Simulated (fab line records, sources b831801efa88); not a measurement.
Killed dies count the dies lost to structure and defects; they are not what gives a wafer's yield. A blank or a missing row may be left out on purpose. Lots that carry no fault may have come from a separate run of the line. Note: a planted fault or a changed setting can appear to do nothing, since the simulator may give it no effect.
fab line records    flow sky130
record lots=6  wafers=18  lastDay=50
route steps=708 shown SD_P@323 RES_XHIGH@332
lots untouched by any fault: they come from a run of this same line in which no faults occurred
startH: hours from the record's first day to the start of the lot's first wafer shown    waitH: time in hours since the lot's previous step    " as in the row above    L1.1+2: one row covering several wafers at once    - no value present, or no start provided    * or withheld: withheld    < > ~ a bound
route shown NAME@n: a module of which the file shows steps, and the number in the route of the first    usual: mean/standard deviation of fault-free wafers    same: alike in all rows    chamber/n: place in a boat    sites: each site's reading    _std_site: the standard deviation of these    _edge_site: outer sites' mean less inner sites'    radiusMm: how far each site lies from the wafer's centre    mask NAME#n: copy n    behind: the last tool/chamber to shape the wafer    hold: why the lot went on hold/how many hours it stayed there/how the hold came to an end    device: names the non-switching transistor (n, p or np)    end of line: the route-end tests of the same wafers    a step with no rows: only its recipe    killed: not the wafer's yield, but the dies lost to structure and defects at the first sort    map: a wafer's dies, x killed, . not, _ none there
set.NAME: the setting as run; set.NAME@STEP: as run at that earlier step    model.NAME: the simulator's own value behind a step, which no gauge read
lots at selected steps of the route; one table per step, one row per wafer
services: when a tool's chamber went out of use (startH, in hours from the record's first day, below 0 if earlier), for how many hours, and the reason
## steps
# step SKY_SD_P_SOFTBAKE_03
# recipe tempC=90  timeS=60  resist=NOVOLAK
# step SKY_SD_P_EXPOSE_04
# recipe maskId=PSDM  na=0.6  sourceShape=conventional  sigmaOuter=0.6  polarization=unpolarized  targetCdNm=380  doseMj=138
# step SKY_SD_P_PEB_05
# recipe tempC=withheld  timeS=*  resist=NOVOLAK
# step SKY_SD_P_DEVELOP_06
# recipe resist=NOVOLAK  developer=TMAH  developTimeS=60  devTempC=23
# step SKY_SD_P_CD_MEAS_07
# recipe targetCdNm=380
# usual cdNm=381.2/2.6
lot.wafer  tool      chamber  startH  waitH  cdNm
L159.1     cdSem-02  -        648.10  0.1    378.2
L159.3     "         -        "       "      379.2
L159.4     "         -        "       "      381.5
L158.2     cdSem-02  -        649.37  0.1    380.8
L158.3     "         -        "       "      380.5
L158.6     "         -        "       "      381.3
L166.1     cdSem-01  -        721.04  0.1    383.7
L166.2     "         -        "       "      384.8
L166.4     "         -        "       "      387.4
L173.1     cdSem-02  -        739.50  0.1    386.6
L173.2     "         -        "       "      387.2
L173.5     "         -        "       "      387.4
L174.2     cdSem-02  -        742.87  0.1    377.5
L174.3     "         -        "       "      377.8
L174.6     "         -        "       "      379.7
L178.3     cdSem-01  -        769.99  0.1    382.1
L178.4     "         -        "       "      383.0
L178.5     "         -        "       "      381.3
# step SKY_SD_P_OVL_MEAS_08
# usual SD_P_OVL=1.0/1.7
lot.wafer  tool        chamber  startH  waitH  SD_P_OVL[nm]
L159.1     overlay-02  -        648.22  0.1    -1.2
L159.3     "           -        "       "      1.2
L159.4     "           -        "       "      0.0
L158.2     overlay-02  -        649.48  0.1    0.2
L158.3     "           -        "       "      1.3
L158.6     "           -        "       "      1.2
L166.1     overlay-01  -        721.16  0.1    -0.6
L166.2     "           -        "       "      0.5
L166.4     "           -        "       "      1.4
L173.1     overlay-01  -        739.66  0.1    3.8
L173.2     "           -        "       "      2.0
L173.5     "           -        "       "      2.9
L174.2     overlay-01  -        742.97  0.1    -0.4
L174.3     "           -        "       "      0.9
L174.6     "           -        "       "      -1.3
L178.3     overlay-02  -        770.08  0.1    -2.2
L178.4     "           -        "       "      -2.8
L178.5     "           -        "       "      -3.4
# step SKY_SD_P_IMPLANT_09
# recipe species=BF2  energyKev=20  doseCm2=3e+15  tiltDeg=0
# step SKY_SD_P_STRIP_10
# recipe chemistry=O2/N2  powerW=1400  pressureMtorr=1500  platenTempC=withheld  o2FlowSccm=3000  n2FlowSccm=300  overashFraction=0.5
# usual drypumpMotorCurrentA=5.8/0.41  oesProductAu=0.617/0.0048  stripTimeToEndpointS=17.49/0.042
lot.wafer  tool            chamber  startH  waitH  drypumpMotorCurrentA  oesProductAu  rfHoursCounterH  stripTimeToEndpointS
L159.1     plasmaAsher-01  0        648.41  0.1    5.3                   0.613         18               17.47
L159.3     "               1        "       "      6.2                   0.617         -                17.49
L159.4     "               0        "       "      5.3                   0.620         -                17.50
L158.2     plasmaAsher-01  0        649.66  0.1    5.3                   0.615         19               17.39
L158.3     "               1        "       "      6.3                   0.617         -                17.46
L158.6     "               1        "       "      6.2                   0.612         -                17.41
L166.1     plasmaAsher-03  1        721.35  0.1    5.6                   0.616         92               17.47
L166.2     "               0        "       "      6.1                   0.621         92               17.46
L166.4     "               0        "       "      6.1                   0.621         -                17.49
L173.1     plasmaAsher-01  1        739.84  0.1    6.2                   0.621         28               17.56
L173.2     "               0        "       "      5.2                   0.611         28               17.55
L173.5     "               0        "       "      5.3                   0.620         -                17.53
L174.2     plasmaAsher-01  1        743.15  0.1    6.2                   0.609         29               17.52
L174.3     "               1        "       "      6.2                   0.616         -                17.52
L174.6     "               1        "       "      6.2                   0.626         -                17.49
L178.3     plasmaAsher-01  0        770.29  0.1    5.3                   0.622         -                17.48
L178.4     "               1        "       "      6.3                   0.616         -                17.52
L178.5     "               1        "       "      6.2                   0.622         -                17.53
# step SKY_SD_P_TW_MEAS_11
# usual SD_P_TW=2825/13
lot.wafer  tool          chamber  startH  waitH  SD_P_TW
L159.1     filmMetro-03  -        648.51  0.1    2814
L159.3     "             -        "       "      2817
L159.4     "             -        "       "      2815
L158.2     filmMetro-01  -        649.77  0.1    2819
L158.3     "             -        "       "      2822
L158.6     "             -        "       "      2827
L166.1     filmMetro-02  -        721.45  0.1    2807
L166.2     "             -        "       "      2802
L166.4     "             -        "       "      2820
L173.1     filmMetro-01  -        739.94  0.1    2819
L173.2     "             -        "       "      2818
L173.5     "             -        "       "      2814
L174.2     filmMetro-01  -        743.26  0.1    2819
L174.3     "             -        "       "      2808
L174.6     "             -        "       "      2823
L178.3     filmMetro-03  -        770.38  0.1    2830
L178.4     "             -        "       "      2808
L178.5     "             -        "       "      2835
# step SKY_RES_XHIGH_DEHYDRATE_00
# recipe tempC=200  timeS=60
# step SKY_RES_XHIGH_HMDS_01
# recipe primeTimeS=60  primeTempC=120
# step SKY_RES_XHIGH_COAT_02
# recipe resist=NOVOLAK  spinRpm=3000  resistThkNm=1140
# step SKY_RES_XHIGH_SOFTBAKE_03
# recipe tempC=90  timeS=60  resist=NOVOLAK
# usual plateTempC=89.99/0.14  runLengthS=89.08/0.11
lot.wafer  tool           chamber  startH  waitH  plateTempC  runLengthS
L159.1     lithoTrack-04  0        661.69  0.1    89.92       89.00
L159.3     "              0        "       "      90.00       89.05
L159.4     "              0        "       "      90.02       88.95
L158.2     lithoTrack-01  0        662.73  0.1    89.98       88.99
L158.3     "              0        "       "      90.01       89.22
L158.6     "              0        "       "      89.97       89.12
L166.1     lithoTrack-01  0        734.55  0.1    89.94       89.13
L166.2     "              0        "       "      90.04       89.23
L166.4     "              0        "       "      90.25       89.01
L173.1     lithoTrack-04  0        753.55  0.1    89.95       90.85
L173.2     "              0        "       "      90.14       90.95
L173.5     "              0        "       "      90.37       90.95
L174.2     lithoTrack-04  0        756.77  0.1    89.76       90.82
L174.3     "              0        "       "      89.91       90.81
L174.6     "              0        "       "      90.09       91.21
L178.3     lithoTrack-02  0        783.30  0.1    90.21       89.02
L178.4     "              0        "       "      90.20       88.99
L178.5     "              0        "       "      89.92       89.07
# step SKY_RES_XHIGH_EXPOSE_04
# recipe maskId=URPM  na=0.6  sourceShape=conventional  sigmaOuter=0.6  polarization=unpolarized  targetCdNm=1270  doseMj=140
## services
tool            chamber  startH  hours  kind
lithoTrack-04   -        727.90  -      consumableReplace:filter
plasmaAsher-03  -        732.74  14.6   pm
## key
firstSign step=SKY_RES_XHIGH_SOFTBAKE_03  reading=runLengthS  direction=up  sigmas=17  usual=*  struck=*
effect none on later readings
metAt SKY_RES_XHIGH_SOFTBAKE_03
struckWafers L173.1,L173.2,L173.5,L174.2,L174.3,L174.6
testerLeftOut L173,L174
onsetBetween 661.69 753.55
fault kind=processParameterDrift  tool=lithoTrack-04  chamber=-  onsetH=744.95  steps=SKY_RES_XHIGH_SOFTBAKE_03  channel=timeS  offset=*  shape=step  endH=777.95  actsIn=*  stated=*
# testerLeftOut: of these lots the tester's yield and bins aren't shown, on N5 and GAA mostly nor the transistor test; their killed dies are dies lost to structure and defects alone, not to doping, threshold or leakage, so they don't give the yield
